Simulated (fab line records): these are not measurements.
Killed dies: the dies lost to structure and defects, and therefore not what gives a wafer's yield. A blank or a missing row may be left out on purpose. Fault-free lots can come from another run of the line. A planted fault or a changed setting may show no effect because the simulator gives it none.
fab line records | flow sky130 | part 2 of 2: steps 31 to 40 of 40
record: lots: 5 wafers: 15 lastDay: 50
route steps=708 shown METAL1@442 VIA1@458
lots untouched by any fault: they come from a run of this same line in which no faults occurred
startH: the number of hours between the record's first day and the start of the first shown wafer of the lot | waitH: hours elapsed since this lot's preceding step | " as in the row above | L1.1+2: a single row standing in for several wafers | - no value, or no start was given | * or withheld: withheld | < > ~ a bound
route shown NAME@n: a module of which the file shows steps, and the number in the route of the first | usual: mean/standard deviation taken from wafers without a fault | same: alike in all rows | chamber/n: place in a boat | sites: the reading at each site | _std_site: standard deviation across them | _edge_site: mean of outer sites minus mean of inner sites | radiusMm: how far each site lies from the wafer's centre | mask NAME#n: copy n | behind: the tool/chamber that last shaped the wafer | hold: the reason the lot was held/the length of the hold in hours/how it ended | device: the transistor (n, p or np) that didn't switch | end of line: at the end of the route, the tests of the same wafers | a step given without rows: its recipe and nothing more | killed: dies that structure and defects cost at the first sort, which is not the same as the wafer's yield | map: dies across one wafer; x = killed, . = not, _ = none there
set.NAME: the setting the step ran with; set.NAME@STEP: the setting that earlier step ran with | model.NAME: the simulator's own value behind a step, which no gauge read
lots at selected steps of the route; one table per step, one row per wafer
services: a tool's chamber out of use, with start hour (startH, from the record's first day; less than 0 if before it), hours out, and reason
== steps ==
step: SKY_VIA1_ETCH_14
recipe: chemistry: N2/H2 target: BARC ionEnergyEv: 200 sourceW: 500 biasW: 100 pressureMtorr: 30 n2FlowSccm: 100 h2FlowSccm: 200 stopOn: SiO2 timeS: 45.9 targetDepthA: 600
usual: biasW: 99.97/0.28 drypumpMotorCurrentA: 5.7/0.61 oesProductAu: 0.855/0.005 throttleValvePct: 13.224/0.0097
columns lot.wafer tool chamber startH waitH biasW drypumpMotorCurrentA oesProductAu rfHoursCounterH throttleValvePct
L080.2 rieDiel-04 0 836.15 0.0 99.52 5.7 0.846 5 13.239
L080.5 " 3 " " 99.88 5.9 0.856 - 13.217
L080.6 " 0 " " 99.64 5.8 0.851 - 13.210
L081.4 rieDiel-04 0 845.84 0.0 99.47 5.7 0.854 5 13.225
L081.5 " 0 " " 99.52 5.7 0.846 - 13.218
L081.6 " 3 " " 100.34 5.8 0.853 - 13.215
L091.1 rieDiel-03 0 916.10 0.0 99.54 5.7 0.845 1 13.210
L091.3 " 3 " " 100.13 6.3 0.856 9 13.232
L091.5 " 2 " " 100.26 6.0 0.858 - 13.199
L092.2 rieDiel-03 2 928.85 0.0 100.22 6.0 0.849 16 13.219
L092.3 " 0 " " 99.92 5.7 0.853 1 13.221
L092.5 " 3 " " 99.65 6.3 0.858 - 13.221
L095.3 rieDiel-04 3 959.85 0.0 100.26 5.9 0.859 18 13.239
L095.4 " 2 " " 100.19 6.5 0.861 14 13.215
L095.5 " 0 " " 99.91 5.7 0.848 - 13.240
step: SKY_VIA1_ETCH_15
recipe: target: SiO2 chemistry: C4F8/O2/Ar targetDepthNm: 351 stopOn: TiN maskMaterial: KrF-thick sourceW: 1500 biasW: 1200 pressureMtorr: 40 c4f8FlowSccm: withheld O2_flow_sccm: 6 Ar_flow_sccm: 300 timeS: 54
usual: biasW: 1199/3.3 oesProductAu: 0.981/0.0064
columns lot.wafer tool chamber startH waitH biasW oesProductAu rfHoursCounterH
L080.2 rieDiel-04 0 836.19 0.0 1196 0.988 5
L080.5 " 3 " " 1201 0.988 -
L080.6 " 0 " " 1198 0.989 -
L081.4 rieDiel-04 0 845.88 0.0 1200 0.990 5
L081.5 " 0 " " 1201 0.986 -
L081.6 " 3 " " 1198 0.986 -
L091.1 rieDiel-03 0 916.14 0.0 1205 0.978 1
L091.3 " 3 " " 1202 0.977 9
L091.5 " 2 " " 1197 0.987 -
L092.2 rieDiel-03 2 928.89 0.0 1199 0.983 16
L092.3 " 0 " " 1195 0.984 1
L092.5 " 3 " " 1198 0.970 -
L095.3 rieDiel-04 3 959.89 0.0 1198 0.982 18
L095.4 " 2 " " 1204 0.976 14
L095.5 " 0 " " 1201 0.981 -
step: SKY_VIA1_STRIP_16
recipe: chemistry: O2/N2 powerW: 1400 pressureMtorr: 1500 platenTempC: withheld o2FlowSccm: 3000 n2FlowSccm: 300 overashFraction: 0.5
usual: drypumpMotorCurrentA: 5.4/0.47 oesProductAu: 0.415/0.0044 stripTimeToEndpointS: 4.451/0.029
columns lot.wafer tool chamber startH waitH drypumpMotorCurrentA oesProductAu rfHoursCounterH stripTimeToEndpointS
L080.2 plasmaAsher-04 0 836.23 0.0 5.0 0.410 103 4.390
L080.5 " 1 " " 5.2 0.417 - 4.432
L080.6 " 0 " " 5.0 0.414 - 4.382
L081.4 plasmaAsher-02 1 845.96 0.1 6.1 0.409 - 4.390
L081.5 " 0 " " 5.0 0.415 - 4.379
L081.6 " 1 " " 6.1 0.405 - 4.418
L091.1 plasmaAsher-03 0 916.19 0.0 5.2 0.417 14 4.512
L091.3 " 0 " " 5.2 0.409 - 4.476
L091.5 " 0 " " 5.2 0.414 - 4.470
L092.2 plasmaAsher-04 0 928.94 0.0 5.0 0.420 112 4.457
L092.3 " 0 " " 5.0 0.418 - 4.465
L092.5 " 1 " " 5.2 0.425 - 4.496
L095.3 plasmaAsher-02 1 959.97 0.1 6.1 0.414 - 4.449
L095.4 " 0 " " 5.0 0.417 - 4.456
L095.5 " 1 " " 6.1 0.414 - 4.399
step: SKY_VIA1_STRIP_17
recipe: chemistry: postEtchResidueRemover timeS: 1200 tempC: 72.5
columns lot.wafer tool chamber startH waitH
L080.2+5+6 wetBench-01 2 836.33 0.1
L081.4+5+6 wetBench-01 1 846.03 0.0
L091.1+3+5 wetBench-02 3 916.29 0.1
L092.2+3+5 wetBench-03 1 929.04 0.1
L095.3+4+5 wetBench-02 2 960.04 0.0
step: SKY_VIA1_CLEAN_18
recipe: chemistry: IPA timeS: 180 tempC: 25
columns lot.wafer tool chamber startH waitH
L080.2+5+6 wetBench-03 2 836.68 0.0
L081.4+5+6 wetBench-02 1 846.37 0.0
L091.1+3+5 wetBench-03 3 916.69 0.0
L092.2+3+5 wetBench-01 0 929.38 0.0
L095.3+4+5 wetBench-01 0 960.38 0.0
step: SKY_VIA1_CLEAN_19
recipe: chemistry: O3/DIW dry: n2Spin
columns lot.wafer tool chamber startH waitH
L080.2+5+6 wetBench-01 2 836.74 0.0
L081.4+5+6 wetBench-03 1 846.43 0.0
L091.1+3+5 wetBench-02 0 916.75 0.0
L092.2+3+5 wetBench-02 1 929.44 0.0
L095.3+4+5 wetBench-03 0 960.44 0.0
step: SKY_VIA1_SPUTTER_20
recipe: material: TiN targetThkNm: 20 chamberPressurePa: 5 powerW: 4000 timeS: 80
usual: throttleValvePct: 29.7/0.93
columns lot.wafer tool chamber startH waitH throttleValvePct
L080.2 pvdSputter-01 - 836.83 0.0 30.1
L080.5 " - " " 29.6
L080.6 " - " " 29.8
L081.4 pvdSputter-03 - 846.57 0.0 29.3
L081.5 " - " " 28.1
L081.6 " - " " 29.5
L091.1 pvdSputter-03 - 916.86 0.0 29.1
L091.3 " - " " 28.2
L091.5 " - " " 27.8
L092.2 pvdSputter-04 - 929.53 0.0 29.9
L092.3 " - " " 28.7
L092.5 " - " " 28.7
L095.3 pvdSputter-04 - 960.53 0.0 29.8
L095.4 " - " " 30.5
L095.5 " - " " 30.7
step: SKY_VIA1_CVD_21
recipe: material: W targetThkNm: 270 timeS: 80.902 tempC: 400 pressureTorr: 40
usual: heaterPowerW: 889/78
columns lot.wafer tool chamber startH waitH heaterPowerW
L080.2 cvdW-01 1 836.89 0.0 820
L080.5 " 0 " " 878
L080.6 " 1 " " 821
L081.4 cvdW-01 0 846.63 0.0 897
L081.5 " 0 " " 899
L081.6 " 1 " " 833
L091.1 cvdW-02 0 916.92 0.0 1028
L091.3 " 1 " " 870
L091.5 " 1 " " 862
L092.2 cvdW-01 0 929.59 0.0 879
L092.3 " 0 " " 901
L092.5 " 1 " " 790
L095.3 cvdW-02 1 960.62 0.1 844
L095.4 " 0 " " 1024
L095.5 " 1 " " 864
step: SKY_VIA1_RS_MEAS_22
recipe: thkMeasGauge: four-point-probe reads: W_of_VIA1_CVD_21+TiN_of_VIA1_SPUTTER_20
usual: VIA1_W_RS: 0.429/0.004
columns lot.wafer tool chamber startH waitH VIA1_W_RS[ohm/sq]
L080.2 filmMetro-04 - 837.01 0.1 0.429
L080.5 " - " " 0.429
L080.6 " - " " 0.429
L081.4 filmMetro-03 - 846.75 0.1 0.426
L081.5 " - " " 0.427
L081.6 " - " " 0.425
L091.1 filmMetro-03 - 917.01 0.1 0.426
L091.3 " - " " 0.426
L091.5 " - " " 0.425
L092.2 filmMetro-01 - 929.70 0.1 0.424
L092.3 " - " " 0.429
L092.5 " - " " 0.427
L095.3 filmMetro-04 - 960.73 0.1 0.429
L095.4 " - " " 0.438
L095.5 " - " " 0.427
step: SKY_VIA1_THK_MEAS_23
recipe: thkMeasGauge: xrf reads: W_of_VIA1_CVD_21
usual: VIA1_W_THK: 267/3.6
columns lot.wafer tool chamber startH waitH VIA1_W_THK[nm]
L080.2 filmMetro-04 - 837.12 0.1 268
L080.5 " - " " 268
L080.6 " - " " 266
L081.4 filmMetro-03 - 846.84 0.1 265
L081.5 " - " " 265
L081.6 " - " " 266
L091.1 filmMetro-03 - 917.13 0.1 266
L091.3 " - " " 265
L091.5 " - " " 265
L092.2 filmMetro-01 - 929.81 0.1 271
L092.3 " - " " 270
L092.5 " - " " 273
L095.3 filmMetro-04 - 960.83 0.1 266
L095.4 " - " " 263
L095.5 " - " " 268
== services ==
columns tool chamber startH hours kind
rieMetal-02 - 772.59 1.4 pm
rieDiel-03 - 777.37 1.0 repair
krfScanner-02 - 777.76 0.8 pm
krfScanner-01 - 782.21 0.3 repair
wetBench-03 - 782.41 1.9 pm
krfScanner-02 - 791.33 1.0 pm
cvdW-01 - 794.44 0.3 repair
rieMetal-04 - 797.90 0.3 repair
plasmaAsher-03 - 799.04 25.4 pm
krfScanner-01 - 810.99 0.4 repair
wetBench-02 - 817.60 1.5 repair
cmp-02 - 825.05 0.8 repair
rieDiel-03 1 836.13 5.4 repair
rieDiel-03 0 839.68 2.6 repair
plasmaAsher-02 - 847.10 3.0 repair
rieMetal-02 1 860.80 12.3 repair
wetBench-01 - 888.82 5.1 repair
krfScanner-02 - 913.34 1.3 pm
rieDiel-04 0 924.83 5.9 repair
rieDiel-03 1 927.41 5.7 repair
rieMetal-04 0 934.91 2.4 repair
rieDiel-03 0 935.76 3.3 repair
krfScanner-02 - 946.58 0.8 pm
krfScanner-02 - 960.33 1.0 pm
